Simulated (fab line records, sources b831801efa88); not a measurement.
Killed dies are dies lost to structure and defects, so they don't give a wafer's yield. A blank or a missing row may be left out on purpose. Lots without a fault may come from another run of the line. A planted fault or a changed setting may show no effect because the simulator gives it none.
Which tool did it? | flow sky130 | 7 lots, 20 wafers sampled, at 2 steps of a route of 708

WHAT THE GAUGES READ, wafer by wafer
SKY_METAL2_OVL_MEAS_16.
lot  | measured     | on         | METAL2_OVL (nm)
L220 | day 37 03:26 | overlay-01 | -4 -6 -6
L222 | day 37 21:26 | overlay-02 | 6 2 0
L224 | day 38 20:05 | overlay-02 | 12 10 6
L227 | day 39 05:07 | overlay-01 | -3 2
L231 | day 40 09:17 | overlay-01 | - - -
L233 | day 40 18:06 | overlay-02 | 9 6 4
L238 | day 41 23:59 | overlay-01 | 9 14 7

WHICH TOOL RAN EACH LOT (tool, then ch and the chambers of the sampled wafers, then the start)
lot  | SKY_METAL2_EXPOSE_12
L220 | krf_scanner-02 ch 0, day 36 14:14
L222 | krf_scanner-02 ch 0, day 37 08:02
L224 | krf_scanner-02 ch 0, day 38 07:20
L227 | krf_scanner-02 ch 0, day 38 16:31
L231 | krf_scanner-01, day 39 20:01
L233 | krf_scanner-01 ch 0, day 40 06:41
L238 | krf_scanner-02 ch 0, day 41 13:05
- SKY_METAL2_EXPOSE_12: exposes mask MM2, target cd 140 nm.

THE ANSWER, worked out from the rows above alone
Rule: what is usual is taken from the lots themselves. Put in order of their means at a reading, lots are off if they are a third of the lots or fewer, leave a main group of 4 or more, and stand apart from it by a gap of 3 or more times the standard deviation of the main group's means; of several such gaps the widest counts. A main group whose means are all the same, to the digits that the tables above print for the reading, isn't used. A lot without any number at a reading at which 4 lots or more have one is off too. The other lots that the step has rows for count as sound.
Off: L231, at SKY_METAL2_OVL_MEAS_16 (METAL2_OVL). Without a number there: L231. The main group: mean 4 nm, standard deviation 5.5.
A tool fits if, at a process step before that reading, it ran every lot that is off, and no sound lot after the first of them. The gauges at SKY_METAL2_OVL_MEAS_16 are tried like those tools. None of those tried fits.

WHAT THE SIMULATOR HAD PUT IN
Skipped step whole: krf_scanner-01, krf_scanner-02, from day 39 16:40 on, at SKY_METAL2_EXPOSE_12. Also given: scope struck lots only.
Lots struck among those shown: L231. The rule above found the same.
